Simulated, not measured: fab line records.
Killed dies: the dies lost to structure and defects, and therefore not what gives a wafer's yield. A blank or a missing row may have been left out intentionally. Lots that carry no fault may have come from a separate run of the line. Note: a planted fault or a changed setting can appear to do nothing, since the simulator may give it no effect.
Chamber matching | flow gf180mcu | GF_MIM_CVD_05 on pecvd-02: 3 sister chambers
The step deposits Si3N4, target thk 42 nm, time 29.086 s. 6 wafers are shown with their chamber, then 7 later ones without.

## WAFERS, EACH WITH ITS CHAMBER
wafer  | chamber | heater_power_w (W) | temp_max_c (C)
L629.2 | 0       | 866                | 399.89
L630.1 | 2       | 524                | 399.80
L630.4 | 0       | 892                | 400.00
L630.5 | 1       | 720                | 399.98
L632.1 | 2       | 592                | 399.74
L632.2 | 1       | 737                | 400.26

## WAFERS WITHOUT THEIR CHAMBER
wafer  | heater_power_w (W) | temp_max_c (C)
L632.3 | 828                | 399.94
L637.1 | 622                | 399.91
L637.2 | 798                | 400.24
L637.3 | 863                | 399.85
L639.1 | 854                | 399.84
L639.2 | 528                | 399.86
L639.5 | 856                | 399.84

## WHICH CHAMBER EACH ONE RAN IN
wafer  | from the rows above     | in truth
L632.3 | can't be placed: 0 or 1 | 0
L637.1 | can't be placed: 2 or 1 | 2
L637.2 | can't be placed: 1 or 0 | 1
L637.3 | 0                       | 0
L639.1 | 0                       | 0
L639.2 | 2                       | 2
L639.5 | 0                       | 0
Correctly placed: 4 of 7. Cannot be placed on the basis of these rows: 3; the candidates contain the true chamber in 3. Wrongly placed: 0.
How it was worked out, from the rows above alone: a wafer's distance from a chamber is the root of the sum, over the readings, of the square of ((its reading less the chamber's mean) divided by the reading's scatter). If the next closest chamber is less than 2 further off than the closest, the wafer can't be placed; otherwise it belongs to the closest. A chamber's mean is the mean of its shown wafers. The scatter: take each reading less its chamber's mean, square it, sum over the shown wafers, divide by the number of wafers less the number of chambers, and take the root.
